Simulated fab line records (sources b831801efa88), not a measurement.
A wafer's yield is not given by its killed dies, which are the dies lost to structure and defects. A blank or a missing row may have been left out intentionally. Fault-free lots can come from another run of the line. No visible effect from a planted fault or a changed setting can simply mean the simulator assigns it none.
fab line records	flow sky130
[record] lots = 7	wafers = 19	last_day = 50
route steps=708 shown SONOS_ONO@186 GATE_OXIDE@187 POLY_GATE@204 RES_PROTECT@206 PAD_OPEN@708
lots untouched by any fault: they come from a run of this same line in which no faults occurred
start_h: hours from the record's opening day to when the first of the lot's shown wafers began	wait_h: hours since the lot's step before	" the same as in the row above	L1.1+2: several wafers, shown together as one row	- either no value or no given start	* or withheld: withheld	< > ~ a bound
route shown NAME@n: names a module that has steps shown in the file, with the first one's number in the route	usual: mean/standard deviation of fault-free wafers	same: alike in all rows	chamber/n: place in a boat	sites: per-site readings	_std_site: the standard deviation of these	_edge_site: outer sites' mean less inner sites'	radius_mm: how far each site lies from the wafer's centre	mask NAME#n: copy n	behind: tool/chamber where the wafer was last shaped	hold: cause of the lot's hold/its duration in hours/its outcome	device: which transistor (n, p or np) failed to switch	end of line: tests run on the same wafers once the route is complete	a step with no rows: only its recipe	killed: dies that structure and defects cost at the first sort, which is not the same as the wafer's yield	map: a wafer's dies, x killed, . not, _ none there
set.NAME: the setting as run; set.NAME@STEP: as run at that earlier step	model.NAME: the simulator's own value behind a step, which no gauge read
lots at selected steps of the route; one table per step, one row per wafer
services: a tool's chamber out of use, with start hour (start_h, from the record's first day; less than 0 if before it), hours out, and reason
[[steps]]
[step SKY_SONOS_ONO_WET_ETCH_18]
[recipe] chemistry = H3PO4	target_depth_nm = 15	target = Si3N4	temp_c = 160	time_s = 172
[step SKY_GATE_OXIDE_CLEAN_00]
[recipe] chemistry = SC1/SC2	mix = 1:4:20	temp_c = 70	time_s = 150	dry = n2_spin
[step SKY_GATE_OXIDE_OXIDATION_01]
[recipe] temp_c = 900	ambient = O2	stabilise_s = 600	purge_s = 300	target_thk_a = 102.68	ox_time_s = 1473
[step SKY_GATE_OXIDE_THK_MEAS_02]
[recipe] reads = SiO2_of_GATE_OXIDE_OXIDATION_01
[usual] GATE_OXIDE_OXIDATION_00_THK = 10.20/0.19
lot.wafer	tool	chamber	start_h	wait_h	GATE_OXIDE_OXIDATION_00_THK[nm]
L520.4	film_metro-02	-	292.42	0.0	10.34
L520.5	"	-	"	"	10.35
L520.6	"	-	"	"	10.26
L524.1	film_metro-02	-	337.59	0.0	10.19
L524.5	"	-	"	"	10.19
L524.6	"	-	"	"	10.27
L528.4	film_metro-03	-	376.10	0.0	10.24
L528.6	"	-	"	"	10.30
L530.1	film_metro-03	-	386.78	0.0	9.83
L530.2	"	-	"	"	9.80
L530.3	"	-	"	"	9.90
L532.2	film_metro-03	-	394.27	0.0	10.10
L532.6	"	-	"	"	10.30
L537.1	film_metro-02	-	444.44	0.0	10.16
L537.3	"	-	"	"	10.19
L537.6	"	-	"	"	9.88
L539.2	film_metro-02	-	459.27	0.0	9.92
L539.5	"	-	"	"	9.91
L539.6	"	-	"	"	9.82
[step SKY_GATE_OXIDE_DEHYDRATE_03]
[recipe] temp_c = 200	time_s = 60
[step SKY_GATE_OXIDE_HMDS_04]
[recipe] prime_time_s = 60	prime_temp_c = 120
[step SKY_GATE_OXIDE_COAT_05]
[recipe] resist = NOVOLAK	spin_rpm = 3000	resist_thk_nm = 1140
[step SKY_GATE_OXIDE_SOFTBAKE_06]
[recipe] temp_c = 90	time_s = 60	resist = NOVOLAK
[step SKY_GATE_OXIDE_EXPOSE_07]
[recipe] mask_id = LVOM	na = 0.6	source_shape = conventional	sigma_outer = 0.6	polarization = unpolarized	target_cd_nm = 600	dose_mj = 170
[step SKY_GATE_OXIDE_PEB_08]
[recipe] temp_c = withheld	time_s = *	resist = NOVOLAK
[step SKY_GATE_OXIDE_DEVELOP_09]
[recipe] resist = NOVOLAK	developer = TMAH	develop_time_s = 60	dev_temp_c = 23
[step SKY_GATE_OXIDE_OVL_MEAS_10]
[usual] GATE_OXIDE_OVL = 0.8/1.3
lot.wafer	tool	chamber	start_h	wait_h	GATE_OXIDE_OVL[nm]
L520.4	overlay-01	-	317.45	0.1	-0.7
L520.5	"	-	"	"	1.0
L520.6	"	-	"	"	-0.3
L524.1	overlay-01	-	364.11	0.1	1.9
L524.5	"	-	"	"	-0.1
L524.6	"	-	"	"	1.0
L528.4	overlay-02	-	404.99	0.1	-0.3
L528.6	"	-	"	"	0.2
L530.1	overlay-01	-	416.43	0.1	1.4
L530.2	"	-	"	"	1.3
L530.3	"	-	"	"	-0.5
L532.2	overlay-01	-	424.33	0.1	3.1
L532.6	"	-	"	"	3.0
L537.1	overlay-02	-	475.26	0.1	-1.8
L537.3	"	-	"	"	-2.4
L537.6	"	-	"	"	0.3
L539.2	overlay-01	-	489.96	0.1	1.2
L539.5	"	-	"	"	1.7
L539.6	"	-	"	"	0.4
[step SKY_GATE_OXIDE_IMPLANT_11]
[recipe] species = B	energy_kev = 10	dose_cm2 = 2.6e+12	tilt_deg = withheld
lot.wafer	tool	chamber	start_h	wait_h
L520.4+5+6	implanter-01	0	317.68	0.2
L524.1+5+6	implanter-04	0	364.15	0.0
L528.4+6	implanter-04	0	405.09	0.1
L530.1+2+3	implanter-04	0	416.47	0.0
L532.2+6	implanter-04	0	424.39	0.0
L537.1+3+6	implanter-01	0	475.29	0.0
L539.2+5+6	implanter-04	0	490.02	0.0
[step SKY_GATE_OXIDE_WET_ETCH_12]
[recipe] chemistry = dHF	target_depth_nm = 16.8	dry = n2_spin	target = SiO2	dilution = 100:1	temp_c = 25	time_s = 336
[step SKY_GATE_OXIDE_STRIP_13]
[recipe] chemistry = O2/N2	power_w = 1400	pressure_mtorr = 1500	platen_temp_c = withheld	o2_flow_sccm = 3000	n2_flow_sccm = 300	overash_fraction = 0.5
[usual] drypump_motor_current_A = 5.7/0.51	oes_product_au = 0.716/0.0048	strip_time_to_endpoint_s = 14.23/0.04
lot.wafer	tool	chamber	start_h	wait_h	drypump_motor_current_A	oes_product_au	rf_hours_counter_h	strip_time_to_endpoint_s
L520.4	plasma_asher-01	1	317.89	0.0	6.3	0.721	-	14.17
L520.5	"	1	"	"	6.3	0.715	-	14.15
L520.6	"	0	"	"	5.1	0.717	-	14.19
L524.1	plasma_asher-03	0	364.40	0.0	4.8	0.725	70	14.26
L524.5	"	1	"	"	5.8	0.720	-	14.27
L524.6	"	0	"	"	4.8	0.710	-	14.29
L528.4	plasma_asher-02	1	405.30	0.0	5.8	0.714	-	14.25
L528.6	"	0	"	"	6.0	0.716	-	14.28
L530.1	plasma_asher-02	0	416.72	0.0	6.0	0.712	74	14.21
L530.2	"	1	"	"	5.8	0.714	74	14.26
L530.3	"	0	"	"	6.0	0.709	-	14.23
L532.2	plasma_asher-01	1	424.61	0.0	6.3	0.708	56	14.21
L532.6	"	1	"	"	6.3	0.713	-	14.26
L537.1	plasma_asher-02	0	475.55	0.0	6.0	0.713	79	14.24
L537.3	"	1	"	"	5.8	0.714	-	14.20
L537.6	"	0	"	"	6.0	0.726	-	14.21
L539.2	plasma_asher-01	1	490.25	0.0	6.3	0.714	63	14.26
L539.5	"	0	"	"	5.2	0.716	-	14.23
L539.6	"	1	"	"	6.3	0.720	-	14.26
[step SKY_GATE_OXIDE_TW_MEAS_14]
[usual] GATE_OXIDE_TW = 225.9/1.9
lot.wafer	tool	chamber	start_h	wait_h	GATE_OXIDE_TW
L520.4	film_metro-03	-	317.99	0.1	225.9
L520.5	"	-	"	"	226.7
L520.6	"	-	"	"	225.7
L524.1	film_metro-03	-	364.50	0.1	226.5
L524.5	"	-	"	"	225.8
L524.6	"	-	"	"	226.4
L528.4	film_metro-03	-	405.39	0.1	224.7
L528.6	"	-	"	"	226.2
L530.1	film_metro-02	-	416.82	0.1	222.8
L530.2	"	-	"	"	222.8
L530.3	"	-	"	"	222.7
L532.2	film_metro-02	-	424.72	0.1	223.1
L532.6	"	-	"	"	222.9
L537.1	film_metro-02	-	475.65	0.1	225.0
L537.3	"	-	"	"	225.5
L537.6	"	-	"	"	224.5
L539.2	film_metro-02	-	490.36	0.1	225.8
L539.5	"	-	"	"	224.4
L539.6	"	-	"	"	225.5
[step SKY_GATE_OXIDE_CLEAN_15]
[recipe] chemistry = SC1/SC2	mix = 1:4:20	temp_c = 70	time_s = 150	dry = n2_spin
[step SKY_GATE_OXIDE_OXIDATION_16]
[recipe] temp_c = 800	ambient = O2	idle_temp_c = 700	ramp_up_c_per_min = 10	ramp_down_c_per_min = 3	stabilise_s = 600	purge_s = 300	target_thk_a = 35.7	ox_time_s = 1915
[step SKY_POLY_GATE_CVD_00]
[recipe] material = poly-Si	target_thk_nm = 180	temp_c = 620	time_s = 720	pressure_mtorr = 200
[step SKY_POLY_GATE_THK_MEAS_01]
[recipe] reads = poly-Si_of_POLY_GATE_CVD_00
[usual] POLY_GATE_CVD_00_THK = 180.5/1.6
lot.wafer	tool	chamber	start_h	wait_h	POLY_GATE_CVD_00_THK[nm]
L520.4	film_metro-01	-	321.52	0.0	179.3
L520.5	"	-	"	"	179.8
L520.6	"	-	"	"	179.0
L524.1	film_metro-03	-	369.01	0.0	181.4
L524.5	"	-	"	"	182.2
L524.6	"	-	"	"	183.1
L528.4	film_metro-03	-	409.15	0.0	180.2
L528.6	"	-	"	"	181.0
L530.1	film_metro-01	-	421.52	0.0	180.3
L530.2	"	-	"	"	180.5
L530.3	"	-	"	"	180.7
L532.2	film_metro-02	-	432.87	0.1	180.5
L532.6	"	-	"	"	181.8
L537.1	film_metro-03	-	479.63	0.0	181.3
L537.3	"	-	"	"	181.7
L537.6	"	-	"	"	181.0
L539.2	film_metro-02	-	494.27	0.0	178.8
L539.5	"	-	"	"	178.2
L539.6	"	-	"	"	177.6
[step SKY_RES_PROTECT_DEHYDRATE_00]
[recipe] temp_c = 200	time_s = 60
[step SKY_RES_PROTECT_HMDS_01]
[recipe] prime_time_s = 60	prime_temp_c = 120
[step SKY_RES_PROTECT_COAT_02]
[recipe] resist = NOVOLAK	spin_rpm = 3000	resist_thk_nm = 1140
[step SKY_RES_PROTECT_SOFTBAKE_03]
[recipe] temp_c = 90	time_s = 60	resist = NOVOLAK
[step SKY_RES_PROTECT_EXPOSE_04]
[recipe] mask_id = RPM	na = 0.6	source_shape = conventional	sigma_outer = 0.6	polarization = unpolarized	target_cd_nm = 1270	dose_mj = 131
[step SKY_RES_PROTECT_PEB_05]
[recipe] temp_c = withheld	time_s = *	resist = NOVOLAK
[step SKY_RES_PROTECT_DEVELOP_06]
[recipe] resist = NOVOLAK	developer = TMAH	develop_time_s = 60	dev_temp_c = 23
[step SKY_POLY_GATE_IMPLANT_02]
[recipe] species = P	energy_kev = 30	dose_cm2 = 7.7e+15	tilt_deg = 0
[step SKY_RES_PROTECT_STRIP_07]
[recipe] chemistry = O2/N2	power_w = 1400	pressure_mtorr = 1500	platen_temp_c = withheld	o2_flow_sccm = 3000	n2_flow_sccm = 300	overash_fraction = 0.5
[usual] drypump_motor_current_A = 5.7/0.48	oes_product_au = 0.518/0.0047	strip_time_to_endpoint_s = 23.30/0.044
lot.wafer	tool	chamber	start_h	wait_h	drypump_motor_current_A	oes_product_au	rf_hours_counter_h	strip_time_to_endpoint_s
L520.4	plasma_asher-04	0	347.78	0.1	4.9	0.513	-	23.33
L520.5	"	0	"	"	4.8	0.520	-	23.35
L520.6	"	1	"	"	6.2	0.518	-	23.35
L524.1	plasma_asher-02	1	397.86	0.1	5.8	0.512	70	23.29
L524.5	"	1	"	"	5.8	0.525	-	23.29
L524.6	"	0	"	"	6.0	0.513	-	23.26
L528.4	plasma_asher-04	0	439.38	0.1	4.8	0.518	-	23.33
L528.6	"	1	"	"	6.2	0.512	-	23.29
L530.1	plasma_asher-02	1	450.41	0.1	5.8	0.525	77	23.24
L530.2	"	0	"	"	6.0	0.511	77	23.24
L530.3	"	1	"	"	5.8	0.520	-	23.29
L532.2	plasma_asher-03	1	463.18	0.1	5.9	0.518	2	23.30
L532.6	"	1	"	"	5.9	0.512	-	23.29
L537.1	plasma_asher-02	0	510.43	0.1	6.0	0.521	82	23.30
L537.3	"	1	"	"	5.8	0.519	-	23.30
L537.6	"	1	"	"	5.8	0.513	-	23.34
L539.2	plasma_asher-02	1	525.16	0.1	5.8	0.524	84	23.25
L539.5	"	0	"	"	6.0	0.514	-	23.21
L539.6	"	1	"	"	5.8	0.520	-	23.33
[step SKY_RES_PROTECT_TW_MEAS_08]
[usual] POLY_GATE_TW = 4076/45
lot.wafer	tool	chamber	start_h	wait_h	POLY_GATE_TW
L520.4	film_metro-04	-	347.88	0.1	4092
L520.5	"	-	"	"	4089
L520.6	"	-	"	"	4097
L524.1	film_metro-04	-	397.96	0.1	4111
L524.5	"	-	"	"	4105
L524.6	"	-	"	"	4120
L528.4	film_metro-01	-	439.48	0.1	4032
L528.6	"	-	"	"	4023
L530.1	film_metro-02	-	450.51	0.1	4039
L530.2	"	-	"	"	4051
L530.3	"	-	"	"	4038
L532.2	film_metro-02	-	463.29	0.1	4050
L532.6	"	-	"	"	4079
L537.1	film_metro-02	-	510.53	0.1	4047
L537.3	"	-	"	"	4037
L537.6	"	-	"	"	4060
L539.2	film_metro-04	-	525.27	0.1	4123
L539.5	"	-	"	"	4123
L539.6	"	-	"	"	4146
[step SKY_RES_PROTECT_CLEAN_09]
[recipe] chemistry = SC1/SC2	mix = 1:4:20	temp_c = 70	time_s = 150	dry = n2_spin
[step SKY_POLY_GATE_CVD_03]
[recipe] material = Si3N4	precursor = DCS/NH3	target_thk_nm = 75	temp_c = 770	time_s = 1290	pressure_mtorr = 250
[step SKY_POLY_GATE_THK_MEAS_04]
[recipe] reads = Si3N4_of_POLY_GATE_CVD_03
[usual] POLY_GATE_CVD_03_THK = 74.8/0.62
lot.wafer	tool	chamber	start_h	wait_h	POLY_GATE_CVD_03_THK[nm]
L520.4	film_metro-01	-	350.40	0.0	75.2
L520.5	"	-	"	"	75.4
L520.6	"	-	"	"	75.3
L524.1	film_metro-02	-	399.87	0.0	75.2
L524.5	"	-	"	"	74.5
L524.6	"	-	"	"	75.1
L528.4	film_metro-02	-	442.14	0.0	75.1
L528.6	"	-	"	"	74.6
L530.1	film_metro-03	-	451.98	0.0	75.1
L530.2	"	-	"	"	75.2
L530.3	"	-	"	"	75.1
L532.2	film_metro-02	-	464.75	0.0	75.9
L532.6	"	-	"	"	76.2
L537.1	film_metro-03	-	513.00	0.0	74.1
L537.3	"	-	"	"	74.9
L537.6	"	-	"	"	74.7
L539.2	film_metro-02	-	527.52	0.0	74.8
L539.5	"	-	"	"	74.4
L539.6	"	-	"	"	74.7
[step SKY_POLY_GATE_DEHYDRATE_05]
[recipe] temp_c = 200	time_s = 60
[step SKY_POLY_GATE_HMDS_06]
[recipe] prime_time_s = 60	prime_temp_c = 120
[step SKY_POLY_GATE_COAT_07]
[recipe] resist = BARC	temp_c = withheld	time_s = withheld	spin_rpm = 3000	resist_thk_nm = 110
[step SKY_POLY_GATE_COAT_08]
[recipe] resist = KrF-thick	spin_rpm = 3000	resist_thk_nm = 450
[step SKY_POLY_GATE_SOFTBAKE_09]
[recipe] temp_c = 100	time_s = 90	resist = KrF-thick
[step SKY_POLY_GATE_EXPOSE_10]
[recipe] mask_id = P1M	na = 0.68	source_shape = conventional	sigma_outer = 0.6	target_cd_nm = 150	dose_mj = 28
[step SKY_POLY_GATE_PEB_11]
[recipe] peb_temp_c = withheld	peb_time_s = withheld	resist = KrF-thick
[step SKY_POLY_GATE_DEVELOP_12]
[recipe] develop_time_s = 60	resist = KrF-thick	dev_temp_c = 21
[step SKY_POLY_GATE_CD_MEAS_13]
[recipe] target_cd_nm = 150
[usual] cd_nm = 150.1/1.4
lot.wafer	tool	chamber	start_h	wait_h	cd_nm
L520.4	cd_sem-02	-	377.86	-	148.9
L520.5	"	-	"	"	148.1
L520.6	"	-	"	"	148.1
L524.1	cd_sem-01	-	430.08	-	150.1
L524.5	"	-	"	"	151.9
L524.6	"	-	"	"	150.8
L528.4	cd_sem-01	-	473.22	-	151.5
L528.6	"	-	"	"	152.4
L530.1	cd_sem-01	-	483.00	-	150.4
L530.2	"	-	"	"	150.6
L530.3	"	-	"	"	149.4
L532.2	cd_sem-02	-	495.88	-	151.2
L532.6	"	-	"	"	150.3
L537.1	cd_sem-02	-	542.60	-	150.1
L537.3	"	-	"	"	150.5
L537.6	"	-	"	"	150.7
L539.2	cd_sem-01	-	557.17	-	149.3
L539.5	"	-	"	"	150.5
L539.6	"	-	"	"	150.7
[step SKY_PAD_OPEN_PROBE_99]
[usual] killed_at_M0_to_M3 = 44/7.5	killed_at_M4_up = 2.9/1.8	killed_at_contacts = 24/5.1	killed_at_front_end = 16/4.7	killed_at_other = 0.3/0.46	killed_dies = 87/9.9	killed_on_rim = 17/4.5	killed_open = 47/8	killed_short = 39/6.3
[same] gross_dies = 492	killed_at_back_side = 0
lot.wafer	tool	chamber	start_h	wait_h	killed_at_M0_to_M3	killed_at_M4_up	killed_at_contacts	killed_at_front_end	killed_at_other	killed_dies	killed_on_rim	killed_open	killed_short	model.etest.nfet_01v8.drive_ua_um_range	model.etest.pfet_01v8.drive_ua_um_range	model.etest.pfet_01v8_lvt.vt_v_range	model.etest.pfet_01v8.vt_v_range	model.etest.nfet_01v8.vt_v_range
L520.4	prober-01	-	1085.65	0.2	49	2	30	20	0	101	23	49	52	6.73	5.42	0.01601	0.01038	0.009144
L520.5	prober-01	-	1085.70	0.2	41	5	29	16	0	91	21	49	42	10.04	9.216	0.01304	0.006316	0.01237
L520.6	prober-01	-	1085.75	0.2	45	1	25	16	1	88	20	47	41	10.09	7.486	0.01089	0.01272	0.008912
L524.1	prober-02	-	1117.30	0.1	41	5	14	10	0	70	14	31	39	6.843	10.58	0.0268	0.01808	0.007535
L524.5	prober-02	-	1117.50	0.2	43	4	32	10	1	90	24	41	49	9.416	8.502	0.02298	0.01747	0.00779
L524.6	prober-02	-	1117.55	0.2	30	5	14	17	1	67	19	28	39	10.77	5.831	0.0259	0.02486	0.008704
L528.4	prober-02	-	1145.40	0.2	35	7	15	21	1	79	23	36	41	16.44	7.172	0.01692	0.01452	0.0128
L528.6	prober-02	-	1145.50	0.2	38	2	20	28	0	88	16	44	43	19.02	12.76	0.1252	0.05048	0.01661
L530.1	prober-01	-	1153.32	0.1	53	3	19	22	0	97	19	51	46	10.3	13.44	0.01424	0.01288	0.007621
L530.2	prober-01	-	1153.37	0.1	41	3	28	18	0	90	17	51	39	8.299	10.6	0.01257	0.01147	0.01002
L530.3	prober-01	-	1153.42	0.2	31	3	19	14	0	67	7	35	28	21.61	11.34	0.1372	0.05197	0.01321
L532.2	prober-01	-	1156.05	0.1	41	4	22	24	0	91	17	42	48	8.999	10.37	0.02231	0.005642	0.01412
L532.6	prober-01	-	1156.25	0.2	53	5	20	19	0	97	20	52	43	15.25	11.01	0.1309	0.05582	0.01714
L537.1	prober-02	-	1184.60	0.1	40	2	24	11	0	77	15	38	37	8.914	2.875	0.0223	0.005934	0.01144
L537.3	prober-02	-	1184.70	0.2	35	3	22	16	0	76	6	39	35	6.002	8.131	0.02682	0.01515	0.007746
L537.6	prober-02	-	1184.85	0.2	40	4	26	8	0	78	16	48	30	7.436	7.08	0.02429	0.01113	0.01281
L539.2	prober-02	-	1192.35	0.1	46	2	25	21	1	95	15	56	39	9.784	3.954	0.007306	0.01269	0.008209
L539.5	prober-02	-	1192.50	0.2	56	2	19	9	0	86	21	51	35	9.648	6.601	0.01049	0.01619	0.01139
L539.6	prober-02	-	1192.55	0.2	46	3	29	12	0	90	20	57	33	9.864	11.73	0.01198	0.01704	0.01165
// killed by level:class
L520.4 VIA1:geometric_particle:open=13 CONTACT:geometric_particle:open=10 METAL2:geometric_particle:short=8 LI_CONTACT:geometric_particle:open=7 CONTACT:geometric_particle:short=7 VIA2:geometric_particle:open=7 POLY_GATE:geometric_particle:short=5 FIELD_ISO:geometric_particle:short=5
L520.5 VIA1:geometric_particle:open=11 CONTACT:geometric_particle:open=9 CONTACT:geometric_particle:short=8 LI_CONTACT:geometric_particle:open=6 VIA2:geometric_particle:open=5 FIELD_ISO:geometric_particle:open=4 FIELD_ISO:geometric_particle:short=4 METAL4:geometric_particle:short=4
L520.6 LI_CONTACT:geometric_particle:open=10 CONTACT:geometric_particle:open=10 METAL1:geometric_particle:short=7 METAL3:geometric_particle:short=7 FIELD_ISO:geometric_particle:short=6 VIA1:geometric_particle:open=6 VIA2:geometric_particle:open=6 VIA3:geometric_particle:open=6
L524.1 VIA1:geometric_particle:open=7 METAL1:geometric_particle:short=7 CONTACT:geometric_particle:open=6 METAL2:geometric_particle:short=6 FIELD_ISO:geometric_particle:short=5 VIA2:geometric_particle:short=5 LI_CONTACT:geometric_particle:open=4 VIA3:geometric_particle:open=4
L524.5 CONTACT:geometric_particle:open=11 METAL1:geometric_particle:short=9 CONTACT:geometric_particle:short=8 METAL2:geometric_particle:short=8 LI_CONTACT:geometric_particle:open=7 VIA1:geometric_particle:open=6 VIA3:geometric_particle:open=6 VIA2:geometric_particle:open=5
L524.6 METAL2:geometric_particle:short=8 FIELD_ISO:geometric_particle:open=7 LOCAL_INTERCONNECT:geometric_particle:short=5 CONTACT:geometric_particle:open=5 FIELD_ISO:geometric_particle:short=4 METAL1:geometric_particle:short=4 POLY_GATE:geometric_particle:short=3 LI_CONTACT:geometric_particle:open=3
L528.4 VIA3:geometric_particle:open=7 METAL4:geometric_particle:short=6 FIELD_ISO:geometric_particle:open=5 CONTACT:geometric_particle:open=5 METAL1:geometric_particle:short=5 VIA2:geometric_particle:open=5 POLY_GATE:geometric_particle:short=4 VIA1:geometric_particle:short=4
L528.6 VIA1:geometric_particle:open=9 POLY_GATE:geometric_particle:short=7 FIELD_ISO:geometric_particle:open=6 POLY_GATE:geometric_particle:open=6 FIELD_ISO:geometric_particle:short=5 LI_CONTACT:geometric_particle:open=5 LOCAL_INTERCONNECT:geometric_particle:short=5 VIA1:geometric_particle:short=5
L530.1 VIA1:geometric_particle:open=12 FIELD_ISO:geometric_particle:short=10 CONTACT:geometric_particle:open=8 VIA3:geometric_particle:open=7 VIA3:geometric_particle:short=7 VIA2:geometric_particle:open=6 METAL2:geometric_particle:short=5 FIELD_ISO:geometric_particle:open=4
L530.2 VIA1:geometric_particle:open=12 CONTACT:geometric_particle:open=8 POLY_GATE:geometric_particle:short=7 METAL1:geometric_particle:short=7 LI_CONTACT:geometric_particle:open=6 VIA2:geometric_particle:open=6 POLY_GATE:geometric_particle:open=5 CONTACT:geometric_particle:short=5
L530.3 VIA2:geometric_particle:open=10 CONTACT:geometric_particle:short=6 VIA3:geometric_particle:open=6 CONTACT:geometric_particle:open=5 LI_CONTACT:geometric_particle:open=4 LOCAL_INTERCONNECT:geometric_particle:short=4 VIA1:geometric_particle:open=4 POLY_GATE:geometric_particle:short=3
L532.2 CONTACT:geometric_particle:open=11 FIELD_ISO:geometric_particle:short=10 METAL2:geometric_particle:short=9 VIA1:geometric_particle:open=8 LI_CONTACT:geometric_particle:open=6 METAL1:geometric_particle:short=5 POLY_GATE:geometric_particle:short=4 METAL4:geometric_particle:short=4
L532.6 VIA1:geometric_particle:open=14 METAL2:geometric_particle:short=10 CONTACT:geometric_particle:open=9 LI_CONTACT:geometric_particle:open=7 FIELD_ISO:geometric_particle:short=6 FIELD_ISO:geometric_particle:open=6 METAL1:geometric_particle:short=6 VIA2:geometric_particle:open=5
L537.1 CONTACT:geometric_particle:open=9 VIA1:geometric_particle:open=8 LOCAL_INTERCONNECT:geometric_particle:short=6 LI_CONTACT:geometric_particle:open=5 METAL2:geometric_particle:short=5 METAL3:geometric_particle:short=5 VIA1:geometric_particle:short=4 FIELD_ISO:geometric_particle:open=3
L537.3 VIA3:geometric_particle:open=9 CONTACT:geometric_particle:open=7 VIA1:geometric_particle:open=7 LOCAL_INTERCONNECT:geometric_particle:short=6 LI_CONTACT:geometric_particle:open=5 VIA1:geometric_particle:short=4 FIELD_ISO:geometric_particle:short=3 FIELD_ISO:geometric_particle:open=3
L537.6 CONTACT:geometric_particle:open=10 VIA1:geometric_particle:open=10 VIA2:geometric_particle:open=10 LI_CONTACT:geometric_particle:open=6 METAL2:geometric_particle:short=5 LI_CONTACT:geometric_particle:short=3 LOCAL_INTERCONNECT:geometric_particle:short=3 METAL1:geometric_particle:short=3
L539.2 CONTACT:geometric_particle:open=9 VIA1:geometric_particle:open=9 VIA3:geometric_particle:open=8 POLY_GATE:geometric_particle:short=7 LI_CONTACT:geometric_particle:open=6 METAL1:geometric_particle:short=6 FIELD_ISO:geometric_particle:open=5 METAL2:geometric_particle:short=5
L539.5 VIA1:geometric_particle:open=15 VIA2:geometric_particle:open=10 VIA3:geometric_particle:open=8 CONTACT:geometric_particle:open=7 LI_CONTACT:geometric_particle:open=6 METAL2:geometric_particle:short=5 VIA3:geometric_particle:short=5 CONTACT:geometric_particle:short=4
L539.6 VIA1:geometric_particle:open=18 CONTACT:geometric_particle:open=11 LI_CONTACT:geometric_particle:open=8 FIELD_ISO:geometric_particle:open=5 VIA3:geometric_particle:short=5 VIA1:geometric_particle:short=5 POLY_GATE:geometric_particle:short=4 LOCAL_INTERCONNECT:geometric_particle:short=4
[[services]]
tool	chamber	start_h	hours	kind
implanter-04	-	304.21	1.4	repair
plasma_asher-01	-	366.47	4.3	pm
plasma_asher-01	-	374.77	24.6	pm
plasma_asher-01	-	399.42	15.6	pm
plasma_asher-03	-	402.37	28.1	pm
plasma_asher-02	-	416.96	1.8	repair
plasma_asher-03	-	430.47	9.0	pm
plasma_asher-03	0	430.47	9.0	vent_cycle
plasma_asher-03	1	430.47	9.0	vent_cycle
plasma_asher-02	-	431.94	6.0	repair
plasma_asher-03	0	439.47	-	clean
plasma_asher-03	1	439.47	-	clean
implanter-01	-	459.96	3.3	pm
plasma_asher-03	-	475.91	0.8	repair
implanter-04	-	480.13	4.5	pm
implanter-04	-	492.84	2.3	repair
implanter-01	-	506.77	0.8	repair
[[key]]
first_sign none at tools or gauges
[model_effect] step = SKY_PAD_OPEN_PROBE_99	value = etest.nfet_01v8.drive_ua_um_range	without = 8.761	struck = 18.63
met_at SKY_GATE_OXIDE_IMPLANT_11
struck_wafers L528.6,L530.3,L532.6
tester_left_out L528,L530,L532
onset_between 364.15 405.09
[fault] kind = process_parameter_drift	tool = implanter-04	chamber = -	onset_h = 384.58	steps = SKY_GATE_OXIDE_IMPLANT_11	channel = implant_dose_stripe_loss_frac	offset = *	shape = step	end_h = 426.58	scope = struck_wafers_only
// tester_left_out: of these lots the tester's yield and bins aren't shown, on N5 and GAA mostly nor the transistor test; their killed dies are dies lost to structure and defects alone, not to doping, threshold or leakage, so they don't give the yield
